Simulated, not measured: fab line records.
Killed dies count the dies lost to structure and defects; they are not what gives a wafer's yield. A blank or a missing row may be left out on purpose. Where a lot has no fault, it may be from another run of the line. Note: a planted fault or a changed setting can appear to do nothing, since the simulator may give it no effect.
Comparing a struck lot with a sound one | flow sky130 | 35 out of 708 route steps
Sound: these wafers, L262.2, L262.3, L262.6. Wafers struck: L272.3, L272.4, L272.6. The cause is given at the end.
For every step that has rows: the tool of each side, followed by ch and its chambers, followed by its first start. Under that, the readings that differ: sound wafers | struck wafers | difference of the means | sigmas: that difference in standard deviations of wafers without a fault.
alike: a reading whose means differ by less than 2 such deviations, as well as words and numbers matching on both sides. not compared: withheld readings; readings where some wafer has no value; bounds like >300 that might hide an equal value; numbers whose values overlap and for which the record gives no deviation.
The two part at a step that has a row with sigmas, a row that says differs or no value, or rows on one side only. When numbers do not overlap yet have no deviation, they are printed without sigmas and do not part them. A reading that every wafer of one side lacks parts them only if that side has two wafers or more.

first, 10 steps without rows for these wafers: SKY_METAL1_EXPOSE_12 (exposes mask MM1, target cd 140 nm); SKY_METAL1_PEB_13; SKY_METAL1_DEVELOP_14 (develop time 60 s); SKY_METAL1_DESCUM_17 (chemistry O2, time 8 s); SKY_METAL1_ETCH_18 (etches BARC in N2/H2, stops on SiO2, time 45.9 s, target depth 60 nm); SKY_METAL1_METAL_ETCH_19 (etches the open film in Cl2/BCl3, stops on SiO2, target depth 360 nm, time 78 s); SKY_METAL1_STRIP_20 (strips in O2/N2); SKY_METAL1_STRIP_21 (strips in post etch residue remover, time 1200 s); SKY_METAL1_CLEAN_22 (cleans in IPA, time 180 s); SKY_METAL1_CLEAN_23 (cleans in O3/DIW).
SKY_VIA1_HDPCVD_00: deposits SiO2, target thk 1030 nm, time 171.7 s.
  sound on hdpcvd-01 ch 0,1,2, day 34 19:01; struck on hdpcvd-01 ch 0,1, day 37 20:55
  alike: sih4_flow_sccm
then, 23 steps without rows for these wafers: SKY_VIA1_CMP_02 (polishes SiO2); SKY_VIA1_DEHYDRATE_04 (time 60 s); SKY_VIA1_HMDS_05 (prime time 60 s); SKY_VIA1_COAT_06 (resist thk 60 nm); SKY_VIA1_COAT_07 (resist thk 450 nm); SKY_VIA1_SOFTBAKE_08 (time 90 s); SKY_VIA1_EXPOSE_09 (exposes mask VIM, target cd 150 nm); SKY_VIA1_PEB_10; SKY_VIA1_DEVELOP_11 (develop time 60 s); SKY_VIA1_ETCH_14 (etches BARC in N2/H2, stops on SiO2, time 45.9 s, target depth 60 nm); SKY_VIA1_ETCH_15 (etches SiO2 in C4F8/O2/Ar, stops on TiN, target depth 351 nm, time 54 s); SKY_VIA1_STRIP_16 (strips in O2/N2); SKY_VIA1_STRIP_17 (strips in post etch residue remover, time 1200 s); SKY_VIA1_CLEAN_18 (cleans in IPA, time 180 s); SKY_VIA1_CLEAN_19 (cleans in O3/DIW); SKY_VIA1_SPUTTER_20 (material TiN, target thk 20 nm, time 80 s); SKY_VIA1_CVD_21 (deposits W, target thk 270 nm, time 80.902 s); SKY_VIA1_CMP_24 (polishes, stops on SiO2, t overpolish 15 s, target thk 0 nm); SKY_METAL2_SPUTTER_00 (material Ti, target thk 15 nm, time 10 s); SKY_METAL2_SPUTTER_01 (material TiN, target thk 20 nm, time 16.7 s); SKY_METAL2_SPUTTER_02 (material AlCu, target thk 250 nm, time 13.3 s); SKY_METAL2_SPUTTER_03 (material Ti, target thk 5 nm, time 3.3 s); SKY_METAL2_SPUTTER_04 (material TiN, target thk 70 nm, time 58.3 s).
-- the record jumps here: 12 days lie between the struck wafers' starts before and after (it left off in module METAL2 and takes up again in module PAD_OPEN, whose first step shown is number 708 of the route) --
SKY_PAD_OPEN_PROBE_99:
  sound on prober-01 at day 47 07:31; struck on prober-01 at day 49 12:51
  reading                               | sound             | struck                                                                     | difference                   | sigmas
  hold                                  | - - -             | await_dispo/1.6h/release await_dispo/1.6h/release await_dispo/1.6h/release | no value on the sound wafers |
  defect_limited_yield (%)              | 80.1 82.7 81.7    | 72.0 73.6 72.8                                                             | -8.7                         | -4
  killed_at_M0_to_M3                    | 46 51 46          | 94 95 92                                                                   | +46                          | +6
  killed_dies                           | 98 85 90          | 138 130 134                                                                | +43                          | +4
  sort_bin_3_pad_short (%)              | 1.0 1.2 0.4       | 3.7 2.8 2.8                                                                | +2.2                         | +6
  sort_bin_5_function (%)               | 11.6 8.9 10.8     | 17.5 16.7 18.5                                                             | +7.1                         | +5
  sort_n_pass                           | 394 407 402       | 354 362 358                                                                | -43                          | -4
  sort_yield_pct (%)                    | 80.1 82.7 81.7    | 72.0 73.6 72.8                                                             | -8.7                         | -4
  model.etest.tester.sort_n_pass        | 394 407 402       | 354 362 358                                                                | -43                          |
  model.etest.tester.sort_yield_pct (%) | 80.08 82.72 81.71 | 71.95 73.58 72.76                                                          | -8.74                        |
  model.etest.tester.sort_bin_5_pct (%) | 11.59 8.943 10.77 | 17.48 16.67 18.5                                                           | +7.12                        |
  model.etest.tester.sort_bin_3_pct (%) | 1.016 1.22 0.4065 | 3.659 2.846 2.846                                                          | +2.236                       |
  alike: killed_at_M4_up, killed_at_contacts, killed_at_front_end, killed_at_other, killed_open, killed_short, sort_bin_6_memory

== WHERE THEY PART ==
At SKY_PAD_OPEN_PROBE_99 and nowhere else, as far as this record goes.

WHY: whatever the simulator had introduced
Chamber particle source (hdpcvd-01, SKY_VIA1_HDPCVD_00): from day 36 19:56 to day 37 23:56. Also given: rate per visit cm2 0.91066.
